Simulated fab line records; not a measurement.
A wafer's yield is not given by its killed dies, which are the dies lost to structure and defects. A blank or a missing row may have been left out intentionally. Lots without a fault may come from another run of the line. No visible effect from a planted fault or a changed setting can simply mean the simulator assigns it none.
fab line records	flow gf180mcu	part 1 of 2: steps 1 to 26 of 37
record: lots: 5	wafers: 15	lastDay: 33
route steps=602 shown V2@388 M3@409
lots that met no fault: taken from a fault-free run of the same line
startH: hours from the record's opening day to when the first of the lot's shown wafers began	waitH: hours since the lot's step before	" the same as in the row above	L1.1+2: several wafers, shown together as one row	- either no value or no given start	* or withheld: withheld	< > ~ a bound
route shown NAME@n: NAME is a module with steps in the file, n the number in the route of the first one	usual: average and standard deviation across the fault-free wafers	same: alike in all rows	chamber/n: place in a boat	sites: readings site by site	_std_site: how widely they spread, as a standard deviation	_edge_site: inner sites' mean taken away from outer sites' mean	radiusMm: how far each site lies from the wafer's centre	mask NAME#n: copy n	behind: the tool/chamber that last shaped the wafer	hold: why the lot was held/for how many hours/how that ended	device: the n, p or np transistor that did not switch	end of line: tests of these same wafers at the route's end	a step with no rows: only its recipe	killed: the dies lost at the first sort to structure and to defects; this is not the yield of the wafer	map: the dies of a wafer, with x for killed, . for not killed, _ for no die there
set.NAME: the setting as run; set.NAME@STEP: as run at that earlier step	model.NAME: the simulator's own value behind a step, which no gauge read
lots at selected steps of the route; one table per step, one row per wafer
services: the hour from which a tool's chamber was out of use, counted from the record's first day as startH (under 0 if before that day), plus the number of hours and why
== steps ==
step: GF_V2_DEHYDRATE_06
recipe: tempC: 200	timeS: 60
usual: exhaustPa: 45.0/0.88
lot.wafer	tool	chamber	startH	waitH	exhaustPa
L075.4	lithoTrack-01	0	470.30	10.8	45.0
L075.5	"	0	"	"	45.1
L075.6	"	0	"	"	44.5
L079.1	lithoTrack-03	0	501.73	11.4	44.9
L079.2	"	0	"	"	46.3
L079.4	"	0	"	"	45.0
L085.2	lithoTrack-03	0	552.45	10.8	45.5
L085.3	"	0	"	"	44.2
L085.4	"	0	"	"	44.7
L091.2	lithoTrack-02	0	595.48	9.8	45.3
L091.3	"	0	"	"	45.4
L091.6	"	0	"	"	47.3
L094.1	lithoTrack-03	0	616.17	9.6	45.1
L094.2	"	0	"	"	44.8
L094.3	"	0	"	"	46.5
step: GF_V2_HMDS_07
recipe: primeTimeS: 60	primeTempC: 120
usual: exhaustPa: 45.1/0.85
lot.wafer	tool	chamber	startH	waitH	exhaustPa
L075.4	lithoTrack-01	0	470.45	0.1	44.9
L075.5	"	0	"	"	45.9
L075.6	"	0	"	"	44.9
L079.1	lithoTrack-03	0	501.88	0.1	46.7
L079.2	"	0	"	"	45.5
L079.4	"	0	"	"	44.8
L085.2	lithoTrack-03	0	552.60	0.1	45.6
L085.3	"	0	"	"	46.0
L085.4	"	0	"	"	44.5
L091.2	lithoTrack-02	0	595.63	0.1	45.3
L091.3	"	0	"	"	45.1
L091.6	"	0	"	"	46.2
L094.1	lithoTrack-03	0	616.32	0.1	45.5
L094.2	"	0	"	"	44.4
L094.3	"	0	"	"	44.8
step: GF_V2_COAT_08
recipe: resist: BARC	tempC: withheld	timeS: withheld	spinRpm: withheld	resistThkNm: withheld
usual: exhaustPa: 45.0/0.84
lot.wafer	tool	chamber	startH	waitH	exhaustPa
L075.4	lithoTrack-01	0	470.60	0.1	45.1
L075.5	"	0	"	"	45.5
L075.6	"	0	"	"	45.9
L079.1	lithoTrack-03	0	502.03	0.1	44.7
L079.2	"	0	"	"	44.4
L079.4	"	0	"	"	44.7
L085.2	lithoTrack-03	0	552.75	0.1	45.3
L085.3	"	0	"	"	44.9
L085.4	"	0	"	"	44.7
L091.2	lithoTrack-02	0	595.78	0.1	44.7
L091.3	"	0	"	"	44.4
L091.6	"	0	"	"	45.4
L094.1	lithoTrack-03	0	616.47	0.1	46.0
L094.2	"	0	"	"	44.6
L094.3	"	0	"	"	45.5
step: GF_V2_COAT_09
recipe: resist: KrF	spinRpm: withheld	resistThkNm: 1000
usual: exhaustPa: 45.1/0.85
lot.wafer	tool	chamber	startH	waitH	exhaustPa
L075.4	lithoTrack-01	0	-	-	45.3
L075.5	"	0	"	"	44.0
L075.6	"	0	"	"	43.3
L079.1	lithoTrack-03	0	-	-	45.1
L079.2	"	0	"	"	44.8
L079.4	"	0	"	"	44.6
L085.2	lithoTrack-03	0	-	-	44.5
L085.3	"	0	"	"	45.4
L085.4	"	0	"	"	44.5
L091.2	lithoTrack-02	0	-	-	45.3
L091.3	"	0	"	"	46.2
L091.6	"	0	"	"	45.5
L094.1	lithoTrack-03	0	-	-	44.2
L094.2	"	0	"	"	45.3
L094.3	"	0	"	"	43.6
step: GF_V2_SOFTBAKE_10
recipe: tempC: 130	timeS: 60	resist: KrF
usual: exhaustPa: 44.9/0.81
lot.wafer	tool	chamber	startH	waitH	exhaustPa
L075.4	lithoTrack-01	0	-	-	43.9
L075.5	"	0	"	"	45.3
L075.6	"	0	"	"	45.3
L079.1	lithoTrack-03	0	-	-	44.4
L079.2	"	0	"	"	44.8
L079.4	"	0	"	"	45.7
L085.2	lithoTrack-03	0	-	-	44.8
L085.3	"	0	"	"	44.7
L085.4	"	0	"	"	43.8
L091.2	lithoTrack-02	0	-	-	44.7
L091.3	"	0	"	"	46.3
L091.6	"	0	"	"	44.0
L094.1	lithoTrack-03	0	-	-	43.2
L094.2	"	0	"	"	44.0
L094.3	"	0	"	"	44.8
step: GF_V2_EXPOSE_11
recipe: maskId: Via2	targetCdNm: 260	na: 0.68	sourceShape: conventional	sigmaOuter: 0.6	doseMj: 38
lot.wafer	tool	chamber	startH	waitH	mask
L075.4+5+6	krfScanner-01	0	-	-	Via2#0
L079.1+2+4	krfScanner-02	0	-	-	Via2#0
L085.2+3+4	krfScanner-02	0	-	-	Via2#0
L091.2+3+6	krfScanner-01	0	-	-	Via2#0
L094.1+2+3	krfScanner-01	0	-	-	Via2#0
step: GF_V2_PEB_12
recipe: pebTempC: 135.9	pebTimeS: 90	resist: KrF
usual: exhaustPa: 45.0/0.87
lot.wafer	tool	chamber	startH	waitH	exhaustPa
L075.4	lithoTrack-03	0	-	-	43.9
L075.5	"	0	"	"	43.2
L075.6	"	0	"	"	43.5
L079.1	lithoTrack-03	0	-	-	45.7
L079.2	"	0	"	"	45.4
L079.4	"	0	"	"	46.1
L085.2	lithoTrack-01	0	-	-	45.1
L085.3	"	0	"	"	46.4
L085.4	"	0	"	"	45.2
L091.2	lithoTrack-01	0	-	-	46.1
L091.3	"	0	"	"	46.2
L091.6	"	0	"	"	46.1
L094.1	lithoTrack-01	0	-	-	45.5
L094.2	"	0	"	"	45.1
L094.3	"	0	"	"	45.2
step: GF_V2_DEVELOP_13
recipe: developTimeS: 60	resist: KrF	devTempC: 21
usual: exhaustPa: 45.0/0.81
lot.wafer	tool	chamber	startH	waitH	exhaustPa
L075.4	lithoTrack-03	0	483.30	0.1	43.4
L075.5	"	0	"	"	44.6
L075.6	"	0	"	"	44.1
L079.1	lithoTrack-03	0	513.63	0.2	43.8
L079.2	"	0	"	"	45.1
L079.4	"	0	"	"	44.4
L085.2	lithoTrack-01	0	563.89	0.2	46.9
L085.3	"	0	"	"	45.4
L085.4	"	0	"	"	46.2
L091.2	lithoTrack-01	0	606.39	0.2	45.5
L091.3	"	0	"	"	45.5
L091.6	"	0	"	"	45.6
L094.1	lithoTrack-01	0	626.57	0.2	45.1
L094.2	"	0	"	"	46.0
L094.3	"	0	"	"	43.6
step: GF_V2_CD_MEAS_14
recipe: targetCdNm: 260
usual: cdNm: 260.4/1.3
lot.wafer	tool	chamber	startH	waitH	cdNm
L075.4	cdSem-01	-	483.44	0.1	262.0
L075.5	"	-	"	"	262.2
L075.6	"	-	"	"	261.1
L079.1	cdSem-01	-	513.78	0.1	259.3
L079.2	"	-	"	"	259.7
L079.4	"	-	"	"	259.5
L085.2	cdSem-01	-	564.04	0.1	259.6
L085.3	"	-	"	"	258.4
L085.4	"	-	"	"	259.3
L091.2	cdSem-01	-	606.54	0.1	259.3
L091.3	"	-	"	"	260.0
L091.6	"	-	"	"	259.8
L094.1	cdSem-01	-	626.72	0.1	262.6
L094.2	"	-	"	"	263.2
L094.3	"	-	"	"	262.3
step: GF_V2_OVL_MEAS_15
usual: V2_OVL: -3/5.2
lot.wafer	tool	chamber	startH	waitH	V2_OVL[nm]
L075.4	overlay-02	-	483.51	0.1	-12
L075.5	"	-	"	"	-6
L075.6	"	-	"	"	-4
L079.1	overlay-02	-	513.90	0.1	4
L079.2	"	-	"	"	-6
L079.4	"	-	"	"	-6
L085.2	overlay-02	-	564.15	0.1	-5
L085.3	"	-	"	"	-11
L085.4	"	-	"	"	-11
L091.2	overlay-02	-	606.64	0.1	-7
L091.3	"	-	"	"	-6
L091.6	"	-	"	"	-5
L094.1	overlay-01	-	626.84	0.1	2
L094.2	"	-	"	"	4
L094.3	"	-	"	"	4
step: GF_V2_ETCH_16
recipe: chemistry: N2/H2	targetDepthA: withheld	overetchA: withheld	timeS: withheld	target: BARC	ionEnergyEv: 200	sourceW: 500	biasW: 100	pressureMtorr: 30	n2FlowSccm: 100	h2FlowSccm: 200
usual: drypumpMotorCurrentA: 5.6/0.43	oesProductAu: 0.854/0.005	throttleValvePct: 13.225/0.0087
lot.wafer	tool	chamber	startH	waitH	drypumpMotorCurrentA	oesProductAu	throttleValvePct
L075.4	rieDiel-01	2	483.53	0.0	5.2	0.865	13.237
L075.5	"	3	"	"	5.1	0.854	13.217
L075.6	"	2	"	"	5.2	0.852	13.226
L079.1	rieDiel-01	0	513.93	0.0	5.6	0.849	13.216
L079.2	"	3	"	"	5.1	0.853	13.233
L079.4	"	1	"	"	6.0	0.849	13.228
L085.2	rieDiel-03	3	564.18	0.0	5.2	0.856	13.218
L085.3	"	2	"	"	6.3	0.855	13.237
L085.4	"	1	"	"	5.6	0.852	13.220
L091.2	rieDiel-01	1	606.67	0.0	6.1	0.848	13.213
L091.3	"	3	"	"	5.1	0.853	13.215
L091.6	"	2	"	"	5.2	0.858	13.219
L094.1	rieDiel-01	0	626.87	0.0	5.6	0.846	13.222
L094.2	"	2	"	"	5.2	0.855	13.219
L094.3	"	1	"	"	6.0	0.858	13.208
step: GF_V2_ETCH_17
recipe: chemistry: C4F8/O2/Ar	maskMaterial: KrF	target: SiO2	stopOn: TiN	sourceW: 1500	biasW: 1200	pressureMtorr: 40	c4f8FlowSccm: withheld	O2_flow_sccm: 6	Ar_flow_sccm: 300	timeS: withheld	targetDepthA: 6300
usual: oesProductAu: 0.856/0.0048
lot.wafer	tool	chamber	startH	waitH	oesProductAu
L075.4	rieDiel-01	2	-	-	0.855
L075.5	"	3	"	"	0.856
L075.6	"	2	"	"	0.852
L079.1	rieDiel-01	0	-	-	0.850
L079.2	"	3	"	"	0.859
L079.4	"	1	"	"	0.856
L085.2	rieDiel-03	3	-	-	0.853
L085.3	"	2	"	"	0.855
L085.4	"	1	"	"	0.846
L091.2	rieDiel-01	1	-	-	0.853
L091.3	"	3	"	"	0.862
L091.6	"	2	"	"	0.860
L094.1	rieDiel-01	0	-	-	0.856
L094.2	"	2	"	"	0.866
L094.3	"	1	"	"	0.855
step: GF_V2_STRIP_18
recipe: chemistry: O2/N2	powerW: 1400	pressureMtorr: 1500	platenTempC: 250	o2FlowSccm: 3000	n2FlowSccm: 300	overashFraction: 0.5
usual: drypumpMotorCurrentA: 5.9/0.57	heaterPowerW: 326/37	oesProductAu: 0.592/0.0051
lot.wafer	tool	chamber	startH	waitH	drypumpMotorCurrentA	heaterPowerW	oesProductAu	rfHoursCounterH
L075.4	plasmaAsher-04	0	483.69	-	6.7	341	0.589	-
L075.5	"	0	"	"	6.7	339	0.592	-
L075.6	"	1	"	"	5.3	310	0.593	-
L079.1	plasmaAsher-03	1	514.06	-	5.9	347	0.585	7
L079.2	"	0	"	"	5.3	342	0.588	7
L079.4	"	0	"	"	5.3	336	0.594	-
L085.2	plasmaAsher-01	0	564.30	-	6.6	252	0.591	80
L085.3	"	0	"	"	6.6	253	0.590	-
L085.4	"	1	"	"	5.8	359	0.590	-
L091.2	plasmaAsher-03	1	606.80	-	5.9	341	0.585	16
L091.3	"	1	"	"	5.9	337	0.592	-
L091.6	"	0	"	"	5.3	345	0.596	-
L094.1	plasmaAsher-04	1	627.00	-	5.3	308	0.589	100
L094.2	"	0	"	"	6.7	341	0.583	100
L094.3	"	1	"	"	5.3	305	0.606	-
step: GF_V2_STRIP_19
recipe: chemistry: postEtchResidueRemover	timeS: 1200	tempC: 72.5
lot.wafer	tool	chamber	startH	waitH
L075.4+5+6	wetBench-04	0	483.76	0.0
L079.1+2+4	wetBench-01	3	514.16	0.1
L085.2+3+4	wetBench-01	1	564.40	0.1
L091.2+3+6	wetBench-01	3	606.90	0.1
L094.1+2+3	wetBench-03	3	627.10	0.1
step: GF_V2_CLEAN_20
recipe: chemistry: DIW	dry: n2Spin
lot.wafer	tool	chamber	startH	waitH
L075.4+5+6	wetBench-01	1	484.10	0.0
L079.1+2+4	wetBench-04	3	514.57	0.0
L085.2+3+4	wetBench-04	1	564.78	0.0
L091.2+3+6	wetBench-03	3	607.28	0.0
L094.1+2+3	wetBench-04	0	627.45	0.0
step: GF_V2_SPUTTER_21
recipe: material: Ti	targetThkNm: 15	chamberPressurePa: 5	powerW: 2500	substrateTempC: 200	timeS: 80.02
usual: throttleValvePct: 29.8/0.64
lot.wafer	tool	chamber	startH	waitH	throttleValvePct
L075.4	pvdSputter-03	-	484.19	0.0	30.8
L075.5	"	-	"	"	29.3
L075.6	"	-	"	"	29.5
L079.1	pvdSputter-02	-	514.66	0.0	29.6
L079.2	"	-	"	"	30.4
L079.4	"	-	"	"	29.7
L085.2	pvdSputter-04	-	564.87	0.0	29.7
L085.3	"	-	"	"	30.1
L085.4	"	-	"	"	29.7
L091.2	pvdSputter-02	-	607.37	0.0	30.8
L091.3	"	-	"	"	29.6
L091.6	"	-	"	"	29.7
L094.1	pvdSputter-02	-	627.55	0.0	29.4
L094.2	"	-	"	"	29.4
L094.3	"	-	"	"	30.7
step: GF_V2_SPUTTER_22
recipe: material: TiN	targetThkNm: 10	chamberPressurePa: 5	powerW: 4000	timeS: 40
usual: throttleValvePct: 29.8/0.64
lot.wafer	tool	chamber	startH	waitH	throttleValvePct
L075.4	pvdSputter-03	-	484.26	0.0	31.2
L075.5	"	-	"	"	29.0
L075.6	"	-	"	"	29.6
L079.1	pvdSputter-02	-	514.72	0.0	29.4
L079.2	"	-	"	"	30.4
L079.4	"	-	"	"	29.7
L085.2	pvdSputter-04	-	564.93	0.0	29.7
L085.3	"	-	"	"	30.0
L085.4	"	-	"	"	29.8
L091.2	pvdSputter-02	-	607.43	0.0	30.4
L091.3	"	-	"	"	29.4
L091.6	"	-	"	"	29.8
L094.1	pvdSputter-02	-	627.61	0.0	29.5
L094.2	"	-	"	"	29.2
L094.3	"	-	"	"	30.7
step: GF_V2_CVD_23
recipe: material: W	targetThkNm: 350	timeS: 104.94	tempC: 400	pressureTorr: 40
usual: chamberPressureTorr: 40.00/0.095	heaterPowerW: 871/82
lot.wafer	tool	chamber	startH	waitH	chamberPressureTorr	heaterPowerW
L075.4	cvdW-02	1	484.33	0.1	40.09	994
L075.5	"	0	"	"	40.00	806
L075.6	"	1	"	"	39.96	959
L079.1	cvdW-02	1	514.76	0.0	40.02	956
L079.2	"	0	"	"	40.01	832
L079.4	"	0	"	"	40.05	826
L085.2	cvdW-02	0	564.97	0.0	39.99	818
L085.3	"	0	"	"	40.06	814
L085.4	"	1	"	"	40.08	1000
L091.2	cvdW-01	0	607.47	0.0	39.94	842
L091.3	"	0	"	"	40.00	849
L091.6	"	1	"	"	40.04	785
L094.1	cvdW-02	0	627.65	0.0	39.85	835
L094.2	"	1	"	"	39.89	980
L094.3	"	0	"	"	40.01	822
step: GF_V2_RS_MEAS_24
recipe: thkMeasGauge: four-point-probe	reads: W_of_V2_CVD_23+TiN_of_V2_SPUTTER_22+Ti_of_V2_SPUTTER_21
usual: V2_W_RS: 0.327/0.003
lot.wafer	tool	chamber	startH	waitH	V2_W_RS[ohm/sq]
L075.4	filmMetro-03	-	484.47	0.1	0.327
L075.5	"	-	"	"	0.327
L075.6	"	-	"	"	0.329
L079.1	filmMetro-03	-	514.87	0.1	0.327
L079.2	"	-	"	"	0.330
L079.4	"	-	"	"	0.331
L085.2	filmMetro-03	-	565.10	0.1	0.327
L085.3	"	-	"	"	0.324
L085.4	"	-	"	"	0.322
L091.2	filmMetro-01	-	607.60	0.1	0.327
L091.3	"	-	"	"	0.324
L091.6	"	-	"	"	0.324
L094.1	filmMetro-04	-	627.76	0.1	0.329
L094.2	"	-	"	"	0.326
L094.3	"	-	"	"	0.329
step: GF_V2_THK_MEAS_25
recipe: thkMeasGauge: xrf	reads: W_of_V2_CVD_23
usual: V2_W_THK: 366/6.7
lot.wafer	tool	chamber	startH	waitH	V2_W_THK[nm]
L075.4	filmMetro-03	-	484.56	0.1	374
L075.5	"	-	"	"	372
L075.6	"	-	"	"	368
L079.1	filmMetro-03	-	514.99	0.1	369
L079.2	"	-	"	"	366
L079.4	"	-	"	"	366
L085.2	filmMetro-03	-	565.21	0.1	375
L085.3	"	-	"	"	377
L085.4	"	-	"	"	377
L091.2	filmMetro-01	-	607.71	0.1	357
L091.3	"	-	"	"	363
L091.6	"	-	"	"	363
L094.1	filmMetro-04	-	627.88	0.1	365
L094.2	"	-	"	"	368
L094.3	"	-	"	"	366
step: GF_V2_CMP_26
recipe: stopOn: SiO2	downForcePsi: 3.5	platenRpm: 60	tOverpolishS: 15	targetThkNm: 0	padVelocityMS: 0.94248
usual: motorCurrentA: 11.0/0.86	overpolishRunS: 15.000/0.009	platenRpm: 60.01/0.04	timeToEndpointS: 86/3.6
lot.wafer	tool	chamber	startH	waitH	motorCurrentA	overpolishRunS	platenRpm	timeToEndpointS
L075.4	cmp-02	0	484.64	0.1	10.0	15.003	60.03	86
L075.5	"	3	"	"	10.1	15.009	60.05	81
L075.6	"	0	"	"	10.9	14.991	60.02	89
L079.1	cmp-02	0	515.88	0.9	10.2	14.988	60.01	87
L079.4	"	1	"	"	11.8	14.988	60.00	82
L079.2	"	3	"	"	10.4	15.000	60.03	82
L085.3	cmp-02	0	565.26	0.0	10.4	14.993	59.98	89
L085.2	"	1	"	"	12.2	14.998	59.93	89
L085.4	"	3	"	"	10.5	14.988	60.05	85
L091.2	cmp-02	0	607.76	0.0	10.4	15.009	60.01	88
L091.3	"	3	"	"	10.2	15.013	59.97	85
L091.6	"	0	"	"	10.2	14.995	60.00	86
L094.3	cmp-02	0	627.99	0.1	10.2	15.019	60.02	86
L094.2	"	1	"	"	11.7	14.999	59.96	84
L094.1	"	2	"	"	10.8	14.990	60.08	88
step: GF_M3_SPUTTER_00
recipe: material: Ti	targetThkNm: 37.5	arrivingIonEnergyEv: 80	substrateTempC: 200	chamberPressurePa: 2	powerW: 4000	timeS: 150
usual: throttleValvePct: 29.9/0.65
lot.wafer	tool	chamber	startH	waitH	throttleValvePct
L075.4	pvdSputter-01	-	484.89	0.2	29.4
L075.5	"	-	"	"	30.1
L075.6	"	-	"	"	30.0
L079.1	pvdSputter-03	-	516.18	0.2	29.8
L079.2	"	-	"	"	29.4
L079.4	"	-	"	"	29.1
L085.2	pvdSputter-03	-	565.56	0.2	29.4
L085.3	"	-	"	"	28.8
L085.4	"	-	"	"	29.4
L091.2	pvdSputter-03	-	608.06	0.2	29.1
L091.3	"	-	"	"	31.1
L091.6	"	-	"	"	31.2
L094.1	pvdSputter-03	-	628.26	0.1	31.1
L094.2	"	-	"	"	29.7
L094.3	"	-	"	"	28.8
step: GF_M3_SPUTTER_01
recipe: material: TiN	targetThkNm: 30	powerW: 6500	timeS: 25	chamberPressurePa: 0.4
usual: throttleValvePct: 29.9/0.63
lot.wafer	tool	chamber	startH	waitH	throttleValvePct
L075.4	pvdSputter-01	-	484.99	0.1	29.8
L075.5	"	-	"	"	30.3
L075.6	"	-	"	"	30.2
L079.1	pvdSputter-03	-	516.28	0.1	29.8
L079.2	"	-	"	"	29.6
L079.4	"	-	"	"	29.0
L085.2	pvdSputter-03	-	565.66	0.1	29.5
L085.3	"	-	"	"	29.1
L085.4	"	-	"	"	30.0
L091.2	pvdSputter-03	-	608.16	0.1	29.1
L091.3	"	-	"	"	31.0
L091.6	"	-	"	"	31.1
L094.1	pvdSputter-03	-	628.36	0.1	31.2
L094.2	"	-	"	"	29.8
L094.3	"	-	"	"	29.2
step: GF_M3_SPUTTER_02
recipe: material: AlCu	targetThkNm: 450	powerW: 10600	timeS: 23.9	chamberPressurePa: 0.4
usual: throttleValvePct: 29.9/0.65
lot.wafer	tool	chamber	startH	waitH	throttleValvePct
L075.4	pvdSputter-01	-	485.02	0.0	29.7
L075.5	"	-	"	"	30.2
L075.6	"	-	"	"	30.0
L079.1	pvdSputter-03	-	516.31	0.0	29.7
L079.2	"	-	"	"	29.5
L079.4	"	-	"	"	29.0
L085.2	pvdSputter-03	-	565.69	0.0	29.3
L085.3	"	-	"	"	29.0
L085.4	"	-	"	"	29.4
L091.2	pvdSputter-03	-	608.19	0.0	29.1
L091.3	"	-	"	"	31.1
L091.6	"	-	"	"	31.0
L094.1	pvdSputter-03	-	628.39	0.0	31.3
L094.2	"	-	"	"	29.4
L094.3	"	-	"	"	28.8
step: GF_M3_SPUTTER_03
recipe: material: Ti	targetThkNm: 10	substrateTempC: 300	chamberPressurePa: 0.3	powerW: 3000	timeS: 6.7
usual: throttleValvePct: 29.9/0.64
lot.wafer	tool	chamber	startH	waitH	throttleValvePct
L075.4	pvdSputter-01	-	485.05	0.0	29.4
L075.5	"	-	"	"	30.3
L075.6	"	-	"	"	30.1
L079.1	pvdSputter-03	-	516.34	0.0	29.6
L079.2	"	-	"	"	29.4
L079.4	"	-	"	"	28.9
L085.2	pvdSputter-03	-	565.72	0.0	29.6
L085.3	"	-	"	"	29.0
L085.4	"	-	"	"	29.6
L091.2	pvdSputter-03	-	608.22	0.0	28.8
L091.3	"	-	"	"	31.1
L091.6	"	-	"	"	30.9
L094.1	pvdSputter-03	-	628.42	0.0	31.2
L094.2	"	-	"	"	29.9
L094.3	"	-	"	"	28.9
step: GF_M3_SPUTTER_04
recipe: material: TiN	targetThkNm: 50	powerW: 6500	timeS: 41.7	chamberPressurePa: 0.4
usual: throttleValvePct: 29.9/0.62
lot.wafer	tool	chamber	startH	waitH	throttleValvePct
L075.4	pvdSputter-01	-	485.07	0.0	29.6
L075.5	"	-	"	"	30.4
L075.6	"	-	"	"	29.9
L079.1	pvdSputter-03	-	516.36	0.0	29.5
L079.2	"	-	"	"	29.6
L079.4	"	-	"	"	29.0
L085.2	pvdSputter-03	-	565.74	0.0	29.7
L085.3	"	-	"	"	28.9
L085.4	"	-	"	"	29.7
L091.2	pvdSputter-03	-	608.24	0.0	28.9
L091.3	"	-	"	"	31.0
L091.6	"	-	"	"	31.0
L094.1	pvdSputter-03	-	628.44	0.0	31.0
L094.2	"	-	"	"	29.7
L094.3	"	-	"	"	29.0
